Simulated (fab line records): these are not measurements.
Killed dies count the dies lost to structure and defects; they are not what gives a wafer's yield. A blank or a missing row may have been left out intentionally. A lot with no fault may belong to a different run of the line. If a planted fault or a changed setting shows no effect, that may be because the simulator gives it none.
fab line records / flow sky130 / part 2 of 2: steps 25 to 33 of 33
[record] lots = 5 wafers = 15 last_day = 50
route steps=708 shown VIA2@524 METAL3@532 CAPM@537
lots that met no fault: from a run of the same line without faults
start_h: the number of hours between the record's first day and the start of the first shown wafer of the lot / wait_h: hours from the lot's prior step to this one / " identical to the entry in the row above / L1.1+2: one row covering several wafers at once / - either no value or no given start / * or withheld: withheld / < > ~ a bound
route shown NAME@n: a module of which the file shows steps, and the number in the route of the first / usual: mean/standard deviation taken from wafers without a fault / same: alike in all rows / chamber/n: place in a boat / sites: the reading at each site / _std_site: their standard deviation / _edge_site: the outer-site mean with the inner-site mean subtracted / radius_mm: for every site, how far away it sits from the centre of the wafer / mask NAME#n: copy n / behind: the most recent tool/chamber to have shaped the wafer / hold: cause of the lot's hold/its duration in hours/its outcome / device: names the non-switching transistor (n, p or np) / end of line: tests run on the same wafers once the route is complete / a step with no rows: only its recipe / killed: dies lost to structure and defects at the first sort, not the wafer's yield / map: shows each die of a wafer: x if killed, . if not, _ if none is there
set.NAME: the setting as run; set.NAME@STEP: as run at that earlier step / model.NAME: the simulator's own value behind a step, which no gauge read
lots at some steps of the route; a table a step, a row a wafer
services: the hour from which a tool's chamber was out of use, counted from the record's first day as start_h (under 0 if before that day), plus the number of hours and why
[[steps]]
[step SKY_CAPM_DEVELOP_11]
[recipe] resist = NOVOLAK developer = TMAH develop_time_s = 60 dev_temp_c = 23
[usual] chill_plate_temp_C = 23.01/0.11 developer_temp_C = 22.98/0.099 exhaust_pa = 45.0/0.87 resist_line_temp_C = 23.02/0.095
lot.wafer=L086.1 tool=litho_track-04 chamber=0 start_h=965.67 wait_h=0.1 chill_plate_temp_C=22.98 developer_temp_C=22.81 exhaust_pa=45.9 resist_line_temp_C=23.11
lot.wafer=L086.4 tool=litho_track-04 chamber=0 start_h=965.67 wait_h=0.1 chill_plate_temp_C=23.00 developer_temp_C=22.91 exhaust_pa=44.5 resist_line_temp_C=23.04
lot.wafer=L086.6 tool=litho_track-04 chamber=0 start_h=965.67 wait_h=0.1 chill_plate_temp_C=22.90 developer_temp_C=22.84 exhaust_pa=44.1 resist_line_temp_C=23.08
lot.wafer=L090.1 tool=litho_track-02 chamber=0 start_h=989.49 wait_h=0.1 chill_plate_temp_C=23.04 developer_temp_C=22.93 exhaust_pa=44.5 resist_line_temp_C=22.84
lot.wafer=L090.2 tool=litho_track-02 chamber=0 start_h=989.49 wait_h=0.1 chill_plate_temp_C=22.95 developer_temp_C=23.02 exhaust_pa=46.9 resist_line_temp_C=22.94
lot.wafer=L090.3 tool=litho_track-02 chamber=0 start_h=989.49 wait_h=0.1 chill_plate_temp_C=23.05 developer_temp_C=22.82 exhaust_pa=45.6 resist_line_temp_C=22.79
lot.wafer=L095.1 tool=litho_track-02 chamber=0 start_h=1020.59 wait_h=0.1 chill_plate_temp_C=23.03 developer_temp_C=22.97 exhaust_pa=44.4 resist_line_temp_C=23.13
lot.wafer=L095.5 tool=litho_track-02 chamber=0 start_h=1020.59 wait_h=0.1 chill_plate_temp_C=23.06 developer_temp_C=22.99 exhaust_pa=45.1 resist_line_temp_C=22.99
lot.wafer=L095.6 tool=litho_track-02 chamber=0 start_h=1020.59 wait_h=0.1 chill_plate_temp_C=23.12 developer_temp_C=23.05 exhaust_pa=44.6 resist_line_temp_C=22.85
lot.wafer=L096.1 tool=litho_track-02 chamber=0 start_h=1026.64 wait_h=0.1 chill_plate_temp_C=22.99 developer_temp_C=22.99 exhaust_pa=45.6 resist_line_temp_C=23.17
lot.wafer=L096.2 tool=litho_track-02 chamber=0 start_h=1026.64 wait_h=0.1 chill_plate_temp_C=22.99 developer_temp_C=23.00 exhaust_pa=45.7 resist_line_temp_C=23.00
lot.wafer=L096.6 tool=litho_track-02 chamber=0 start_h=1026.64 wait_h=0.1 chill_plate_temp_C=23.08 developer_temp_C=22.88 exhaust_pa=45.1 resist_line_temp_C=23.04
lot.wafer=L097.1 tool=litho_track-04 chamber=0 start_h=1034.42 wait_h=0.1 chill_plate_temp_C=23.13 developer_temp_C=22.92 exhaust_pa=43.9 resist_line_temp_C=23.08
lot.wafer=L097.4 tool=litho_track-04 chamber=0 start_h=1034.42 wait_h=0.1 chill_plate_temp_C=23.03 developer_temp_C=22.87 exhaust_pa=43.9 resist_line_temp_C=23.17
lot.wafer=L097.5 tool=litho_track-04 chamber=0 start_h=1034.42 wait_h=0.1 chill_plate_temp_C=23.06 developer_temp_C=22.95 exhaust_pa=43.5 resist_line_temp_C=23.15
[step SKY_CAPM_OVL_MEAS_12]
[usual] CAPM_OVL = -0.3/1.6
lot.wafer=L086.1 tool=overlay-02 chamber=- start_h=965.82 wait_h=0.1 CAPM_OVL[nm]=1.3
lot.wafer=L086.4 tool=overlay-02 chamber=- start_h=965.82 wait_h=0.1 CAPM_OVL[nm]=0.9
lot.wafer=L086.6 tool=overlay-02 chamber=- start_h=965.82 wait_h=0.1 CAPM_OVL[nm]=-0.1
lot.wafer=L090.1 tool=overlay-01 chamber=- start_h=989.64 wait_h=0.1 CAPM_OVL[nm]=-0.2
lot.wafer=L090.2 tool=overlay-01 chamber=- start_h=989.64 wait_h=0.1 CAPM_OVL[nm]=-0.4
lot.wafer=L090.3 tool=overlay-01 chamber=- start_h=989.64 wait_h=0.1 CAPM_OVL[nm]=-1.0
lot.wafer=L095.1 tool=overlay-02 chamber=- start_h=1020.74 wait_h=0.1 CAPM_OVL[nm]=2.8
lot.wafer=L095.5 tool=overlay-02 chamber=- start_h=1020.74 wait_h=0.1 CAPM_OVL[nm]=3.0
lot.wafer=L095.6 tool=overlay-02 chamber=- start_h=1020.74 wait_h=0.1 CAPM_OVL[nm]=2.9
lot.wafer=L096.1 tool=overlay-02 chamber=- start_h=1026.79 wait_h=0.1 CAPM_OVL[nm]=-0.7
lot.wafer=L096.2 tool=overlay-02 chamber=- start_h=1026.79 wait_h=0.1 CAPM_OVL[nm]=0.0
lot.wafer=L096.6 tool=overlay-02 chamber=- start_h=1026.79 wait_h=0.1 CAPM_OVL[nm]=0.1
lot.wafer=L097.1 tool=overlay-02 chamber=- start_h=1034.57 wait_h=0.1 CAPM_OVL[nm]=0.5
lot.wafer=L097.4 tool=overlay-02 chamber=- start_h=1034.57 wait_h=0.1 CAPM_OVL[nm]=2.6
lot.wafer=L097.5 tool=overlay-02 chamber=- start_h=1034.57 wait_h=0.1 CAPM_OVL[nm]=1.2
[step SKY_CAPM_METAL_ETCH_13]
[recipe] target_depth_nm = 220 stop_on = SiO2 chemistry = Cl2/BCl3 target = TiN pressure_mtorr = 10 icp_w = 900 bias_w = 48.5 Cl2_flow_sccm = 60 bcl3_flow_sccm = 30 time_s = 62.9
[usual] drypump_motor_current_A = 5.72/0.26 oes_product_au = 0.943/0.0075 throttle_valve_pct = 21.900/0.0099
lot.wafer=L086.1 tool=rie_metal-03 chamber=1 start_h=965.86 wait_h=0.0 drypump_motor_current_A=6.27 oes_product_au=0.944 rf_hours_counter_h=3 throttle_valve_pct=21.906
lot.wafer=L086.4 tool=rie_metal-03 chamber=0 start_h=965.86 wait_h=0.0 drypump_motor_current_A=5.71 oes_product_au=0.950 rf_hours_counter_h=- throttle_valve_pct=21.898
lot.wafer=L086.6 tool=rie_metal-03 chamber=0 start_h=965.86 wait_h=0.0 drypump_motor_current_A=5.73 oes_product_au=0.935 rf_hours_counter_h=- throttle_valve_pct=21.916
lot.wafer=L090.1 tool=rie_metal-01 chamber=1 start_h=989.67 wait_h=0.0 drypump_motor_current_A=5.85 oes_product_au=0.946 rf_hours_counter_h=4 throttle_valve_pct=21.886
lot.wafer=L090.2 tool=rie_metal-01 chamber=1 start_h=989.67 wait_h=0.0 drypump_motor_current_A=5.82 oes_product_au=0.936 rf_hours_counter_h=- throttle_valve_pct=21.913
lot.wafer=L090.3 tool=rie_metal-01 chamber=1 start_h=989.67 wait_h=0.0 drypump_motor_current_A=5.81 oes_product_au=0.940 rf_hours_counter_h=- throttle_valve_pct=21.905
lot.wafer=L095.1 tool=rie_metal-04 chamber=1 start_h=1020.77 wait_h=0.0 drypump_motor_current_A=5.45 oes_product_au=0.942 rf_hours_counter_h=11 throttle_valve_pct=21.902
lot.wafer=L095.5 tool=rie_metal-04 chamber=0 start_h=1020.77 wait_h=0.0 drypump_motor_current_A=5.75 oes_product_au=0.933 rf_hours_counter_h=- throttle_valve_pct=21.910
lot.wafer=L095.6 tool=rie_metal-04 chamber=1 start_h=1020.77 wait_h=0.0 drypump_motor_current_A=5.44 oes_product_au=0.943 rf_hours_counter_h=- throttle_valve_pct=21.903
lot.wafer=L096.1 tool=rie_metal-04 chamber=1 start_h=1026.82 wait_h=0.0 drypump_motor_current_A=5.42 oes_product_au=0.936 rf_hours_counter_h=12 throttle_valve_pct=21.902
lot.wafer=L096.2 tool=rie_metal-04 chamber=0 start_h=1026.82 wait_h=0.0 drypump_motor_current_A=5.73 oes_product_au=0.946 rf_hours_counter_h=14 throttle_valve_pct=21.901
lot.wafer=L096.6 tool=rie_metal-04 chamber=1 start_h=1026.82 wait_h=0.0 drypump_motor_current_A=5.40 oes_product_au=0.947 rf_hours_counter_h=- throttle_valve_pct=21.908
lot.wafer=L097.1 tool=rie_metal-03 chamber=0 start_h=1034.61 wait_h=0.0 drypump_motor_current_A=5.79 oes_product_au=0.940 rf_hours_counter_h=0 throttle_valve_pct=21.924
lot.wafer=L097.4 tool=rie_metal-03 chamber=1 start_h=1034.61 wait_h=0.0 drypump_motor_current_A=6.27 oes_product_au=0.948 rf_hours_counter_h=- throttle_valve_pct=21.894
lot.wafer=L097.5 tool=rie_metal-03 chamber=0 start_h=1034.61 wait_h=0.0 drypump_motor_current_A=5.73 oes_product_au=0.947 rf_hours_counter_h=- throttle_valve_pct=21.897
[step SKY_CAPM_STRIP_14]
[recipe] chemistry = O2/N2 power_w = 1400 pressure_mtorr = 1500 platen_temp_c = withheld o2_flow_sccm = 3000 n2_flow_sccm = 300 overash_fraction = 0.5
[usual] drypump_motor_current_A = 5.84/0.16 oes_product_au = 0.710/0.0044 strip_time_to_endpoint_s = 12.66/0.046
lot.wafer=L086.1 tool=plasma_asher-01 chamber=0 start_h=965.94 wait_h=0.1 drypump_motor_current_A=5.90 oes_product_au=0.708 rf_hours_counter_h=86 strip_time_to_endpoint_s=12.73
lot.wafer=L086.4 tool=plasma_asher-01 chamber=0 start_h=965.94 wait_h=0.1 drypump_motor_current_A=5.90 oes_product_au=0.713 rf_hours_counter_h=- strip_time_to_endpoint_s=12.72
lot.wafer=L086.6 tool=plasma_asher-01 chamber=1 start_h=965.94 wait_h=0.1 drypump_motor_current_A=5.89 oes_product_au=0.713 rf_hours_counter_h=- strip_time_to_endpoint_s=12.69
lot.wafer=L090.1 tool=plasma_asher-03 chamber=0 start_h=989.88 wait_h=0.2 drypump_motor_current_A=5.99 oes_product_au=0.713 rf_hours_counter_h=54 strip_time_to_endpoint_s=12.61
lot.wafer=L090.2 tool=plasma_asher-03 chamber=1 start_h=989.88 wait_h=0.2 drypump_motor_current_A=5.64 oes_product_au=0.711 rf_hours_counter_h=54 strip_time_to_endpoint_s=12.69
lot.wafer=L090.3 tool=plasma_asher-03 chamber=0 start_h=989.88 wait_h=0.2 drypump_motor_current_A=5.98 oes_product_au=0.713 rf_hours_counter_h=- strip_time_to_endpoint_s=12.71
lot.wafer=L095.1 tool=plasma_asher-01 chamber=1 start_h=1020.85 wait_h=0.1 drypump_motor_current_A=5.93 oes_product_au=0.703 rf_hours_counter_h=92 strip_time_to_endpoint_s=12.67
lot.wafer=L095.5 tool=plasma_asher-01 chamber=1 start_h=1020.85 wait_h=0.1 drypump_motor_current_A=5.89 oes_product_au=0.714 rf_hours_counter_h=- strip_time_to_endpoint_s=12.74
lot.wafer=L095.6 tool=plasma_asher-01 chamber=0 start_h=1020.85 wait_h=0.1 drypump_motor_current_A=5.92 oes_product_au=0.707 rf_hours_counter_h=- strip_time_to_endpoint_s=12.73
lot.wafer=L096.1 tool=plasma_asher-01 chamber=1 start_h=1026.90 wait_h=0.1 drypump_motor_current_A=5.93 oes_product_au=0.708 rf_hours_counter_h=93 strip_time_to_endpoint_s=12.64
lot.wafer=L096.2 tool=plasma_asher-01 chamber=0 start_h=1026.90 wait_h=0.1 drypump_motor_current_A=5.93 oes_product_au=0.711 rf_hours_counter_h=93 strip_time_to_endpoint_s=12.67
lot.wafer=L096.6 tool=plasma_asher-01 chamber=0 start_h=1026.90 wait_h=0.1 drypump_motor_current_A=5.91 oes_product_au=0.709 rf_hours_counter_h=- strip_time_to_endpoint_s=12.57
lot.wafer=L097.1 tool=plasma_asher-02 chamber=1 start_h=1034.69 wait_h=0.1 drypump_motor_current_A=5.56 oes_product_au=0.715 rf_hours_counter_h=119 strip_time_to_endpoint_s=12.64
lot.wafer=L097.4 tool=plasma_asher-02 chamber=0 start_h=1034.69 wait_h=0.1 drypump_motor_current_A=5.99 oes_product_au=0.707 rf_hours_counter_h=- strip_time_to_endpoint_s=12.56
lot.wafer=L097.5 tool=plasma_asher-02 chamber=0 start_h=1034.69 wait_h=0.1 drypump_motor_current_A=5.96 oes_product_au=0.712 rf_hours_counter_h=- strip_time_to_endpoint_s=12.62
[step SKY_CAPM_STRIP_15]
[recipe] chemistry = post_etch_residue_remover time_s = 1200 temp_c = 72.5
lot.wafer=L086.1+4+6 tool=wet_bench-01 chamber=3 start_h=966.04 wait_h=0.1
lot.wafer=L090.1+2+3 tool=wet_bench-01 chamber=1 start_h=989.98 wait_h=0.1
lot.wafer=L095.1+5+6 tool=wet_bench-03 chamber=3 start_h=1020.95 wait_h=0.1
lot.wafer=L096.1+2+6 tool=wet_bench-04 chamber=2 start_h=1027.05 wait_h=0.1
lot.wafer=L097.1+4+5 tool=wet_bench-04 chamber=3 start_h=1034.79 wait_h=0.1
[step SKY_CAPM_CLEAN_16]
[recipe] chemistry = IPA time_s = 180 temp_c = 25
lot.wafer=L086.1+4+6 tool=wet_bench-04 chamber=1 start_h=966.38 wait_h=0.0
lot.wafer=L090.1+2+3 tool=wet_bench-03 chamber=2 start_h=990.32 wait_h=0.0
lot.wafer=L095.1+5+6 tool=wet_bench-03 chamber=3 start_h=1021.29 wait_h=0.0
lot.wafer=L096.1+2+6 tool=wet_bench-01 chamber=2 start_h=1027.39 wait_h=0.0
lot.wafer=L097.1+4+5 tool=wet_bench-01 chamber=0 start_h=1035.13 wait_h=0.0
[step SKY_CAPM_CLEAN_17]
[recipe] chemistry = O3/DIW dry = n2_spin
lot.wafer=L086.1+4+6 tool=wet_bench-03 chamber=2 start_h=966.44 wait_h=0.0
lot.wafer=L090.1+2+3 tool=wet_bench-04 chamber=2 start_h=990.38 wait_h=0.0
lot.wafer=L095.1+5+6 tool=wet_bench-03 chamber=0 start_h=1021.35 wait_h=0.0
lot.wafer=L096.1+2+6 tool=wet_bench-03 chamber=2 start_h=1027.45 wait_h=0.0
lot.wafer=L097.1+4+5 tool=wet_bench-04 chamber=2 start_h=1035.19 wait_h=0.0
[step SKY_METAL3_DEHYDRATE_05]
[recipe] temp_c = 200 time_s = 60
[usual] chill_plate_temp_C = 23.01/0.12 exhaust_pa = 45.1/0.87 resist_line_temp_C = 22.99/0.088
lot.wafer=L086.1 tool=litho_track-01 chamber=0 start_h=977.82 wait_h=11.3 chill_plate_temp_C=22.99 exhaust_pa=43.6 resist_line_temp_C=22.93
lot.wafer=L086.4 tool=litho_track-01 chamber=0 start_h=977.82 wait_h=11.3 chill_plate_temp_C=23.00 exhaust_pa=45.6 resist_line_temp_C=23.03
lot.wafer=L086.6 tool=litho_track-01 chamber=0 start_h=977.82 wait_h=11.3 chill_plate_temp_C=22.97 exhaust_pa=45.2 resist_line_temp_C=22.91
lot.wafer=L090.1 tool=litho_track-03 chamber=0 start_h=1001.26 wait_h=10.8 chill_plate_temp_C=23.09 exhaust_pa=44.9 resist_line_temp_C=22.97
lot.wafer=L090.2 tool=litho_track-03 chamber=0 start_h=1001.26 wait_h=10.8 chill_plate_temp_C=23.04 exhaust_pa=46.2 resist_line_temp_C=23.11
lot.wafer=L090.3 tool=litho_track-03 chamber=0 start_h=1001.26 wait_h=10.8 chill_plate_temp_C=22.97 exhaust_pa=45.3 resist_line_temp_C=22.99
lot.wafer=L095.1 tool=litho_track-04 chamber=0 start_h=1032.47 wait_h=11.0 chill_plate_temp_C=22.87 exhaust_pa=44.5 resist_line_temp_C=22.92
lot.wafer=L095.5 tool=litho_track-04 chamber=0 start_h=1032.47 wait_h=11.0 chill_plate_temp_C=22.97 exhaust_pa=45.3 resist_line_temp_C=23.04
lot.wafer=L095.6 tool=litho_track-04 chamber=0 start_h=1032.47 wait_h=11.0 chill_plate_temp_C=22.89 exhaust_pa=44.8 resist_line_temp_C=23.02
lot.wafer=L096.1 tool=litho_track-03 chamber=0 start_h=1038.06 wait_h=10.5 chill_plate_temp_C=22.91 exhaust_pa=46.5 resist_line_temp_C=23.04
lot.wafer=L096.2 tool=litho_track-03 chamber=0 start_h=1038.06 wait_h=10.5 chill_plate_temp_C=22.94 exhaust_pa=44.9 resist_line_temp_C=22.93
lot.wafer=L096.6 tool=litho_track-03 chamber=0 start_h=1038.06 wait_h=10.5 chill_plate_temp_C=22.98 exhaust_pa=46.0 resist_line_temp_C=23.20
lot.wafer=L097.1 tool=litho_track-04 chamber=0 start_h=1045.02 wait_h=9.7 chill_plate_temp_C=22.97 exhaust_pa=45.4 resist_line_temp_C=23.08
lot.wafer=L097.4 tool=litho_track-04 chamber=0 start_h=1045.02 wait_h=9.7 chill_plate_temp_C=23.01 exhaust_pa=47.0 resist_line_temp_C=23.04
lot.wafer=L097.5 tool=litho_track-04 chamber=0 start_h=1045.02 wait_h=9.7 chill_plate_temp_C=23.17 exhaust_pa=46.5 resist_line_temp_C=23.11
[step SKY_METAL3_HMDS_06]
[recipe] prime_time_s = 60 prime_temp_c = 120
[usual] chill_plate_temp_C = 22.99/0.11 exhaust_pa = 44.9/0.79 resist_line_temp_C = 22.98/0.1
lot.wafer=L086.1 tool=litho_track-01 chamber=0 start_h=977.97 wait_h=0.1 chill_plate_temp_C=22.96 exhaust_pa=44.3 resist_line_temp_C=22.90
lot.wafer=L086.4 tool=litho_track-01 chamber=0 start_h=977.97 wait_h=0.1 chill_plate_temp_C=22.90 exhaust_pa=42.8 resist_line_temp_C=22.93
lot.wafer=L086.6 tool=litho_track-01 chamber=0 start_h=977.97 wait_h=0.1 chill_plate_temp_C=23.06 exhaust_pa=44.0 resist_line_temp_C=23.07
lot.wafer=L090.1 tool=litho_track-03 chamber=0 start_h=1001.41 wait_h=0.1 chill_plate_temp_C=23.00 exhaust_pa=45.3 resist_line_temp_C=23.18
lot.wafer=L090.2 tool=litho_track-03 chamber=0 start_h=1001.41 wait_h=0.1 chill_plate_temp_C=23.00 exhaust_pa=45.1 resist_line_temp_C=23.10
lot.wafer=L090.3 tool=litho_track-03 chamber=0 start_h=1001.41 wait_h=0.1 chill_plate_temp_C=22.80 exhaust_pa=43.8 resist_line_temp_C=23.07
lot.wafer=L095.1 tool=litho_track-04 chamber=0 start_h=1032.62 wait_h=0.1 chill_plate_temp_C=22.96 exhaust_pa=46.6 resist_line_temp_C=23.03
lot.wafer=L095.5 tool=litho_track-04 chamber=0 start_h=1032.62 wait_h=0.1 chill_plate_temp_C=23.05 exhaust_pa=46.0 resist_line_temp_C=23.07
lot.wafer=L095.6 tool=litho_track-04 chamber=0 start_h=1032.62 wait_h=0.1 chill_plate_temp_C=23.00 exhaust_pa=46.6 resist_line_temp_C=23.10
lot.wafer=L096.1 tool=litho_track-03 chamber=0 start_h=1038.21 wait_h=0.1 chill_plate_temp_C=23.16 exhaust_pa=44.5 resist_line_temp_C=23.09
lot.wafer=L096.2 tool=litho_track-03 chamber=0 start_h=1038.21 wait_h=0.1 chill_plate_temp_C=23.13 exhaust_pa=43.7 resist_line_temp_C=23.24
lot.wafer=L096.6 tool=litho_track-03 chamber=0 start_h=1038.21 wait_h=0.1 chill_plate_temp_C=23.08 exhaust_pa=44.0 resist_line_temp_C=23.04
lot.wafer=L097.1 tool=litho_track-04 chamber=0 start_h=1045.17 wait_h=0.1 chill_plate_temp_C=23.16 exhaust_pa=44.9 resist_line_temp_C=23.01
lot.wafer=L097.4 tool=litho_track-04 chamber=0 start_h=1045.17 wait_h=0.1 chill_plate_temp_C=23.07 exhaust_pa=45.6 resist_line_temp_C=23.10
lot.wafer=L097.5 tool=litho_track-04 chamber=0 start_h=1045.17 wait_h=0.1 chill_plate_temp_C=23.12 exhaust_pa=44.0 resist_line_temp_C=22.95
[[services]]
tool=cmp-01 chamber=- start_h=918.90 hours=8.5 kind=repair
tool=rie_metal-04 chamber=1 start_h=919.18 hours=1.1 kind=repair
tool=pvd_sputter-01 chamber=- start_h=919.69 hours=3.4 kind=repair
tool=cmp-02 chamber=- start_h=927.13 hours=1.0 kind=repair
tool=wet_bench-02 chamber=- start_h=927.53 hours=1.9 kind=pm
tool=cmp-01 chamber=- start_h=932.15 hours=14.6 kind=pm
tool=rie_metal-03 chamber=0 start_h=944.44 hours=4.7 kind=repair
tool=pvd_sputter-01 chamber=- start_h=956.24 hours=1.9 kind=repair
tool=pvd_sputter-03 chamber=- start_h=964.99 hours=3.3 kind=repair
tool=pvd_sputter-04 chamber=- start_h=970.30 hours=1.8 kind=repair
tool=pecvd-03 chamber=- start_h=972.89 hours=2.8 kind=pm
tool=rie_metal-01 chamber=0 start_h=978.41 hours=13.1 kind=repair
tool=pvd_sputter-01 chamber=- start_h=980.33 hours=1.0 kind=repair
tool=cvd_w-02 chamber=- start_h=981.49 hours=6.9 kind=pm
tool=cvd_w-01 chamber=- start_h=990.59 hours=6.9 kind=pm
tool=pvd_sputter-02 chamber=- start_h=994.26 hours=3.7 kind=repair
tool=wet_bench-02 chamber=- start_h=1002.10 hours=23.8 kind=pm
tool=cvd_w-01 chamber=- start_h=1002.42 hours=6.1 kind=repair
tool=rie_metal-03 chamber=- start_h=1004.13 hours=2.8 kind=pm
tool=iline_stepper-02 chamber=- start_h=1009.45 hours=1.7 kind=pm
tool=cmp-02 chamber=- start_h=1015.80 hours=0.9 kind=repair
tool=wet_bench-03 chamber=- start_h=1018.05 hours=0.6 kind=repair
tool=pvd_sputter-04 chamber=- start_h=1020.62 hours=3.2 kind=repair
tool=pvd_sputter-03 chamber=- start_h=1024.61 hours=1.7 kind=repair
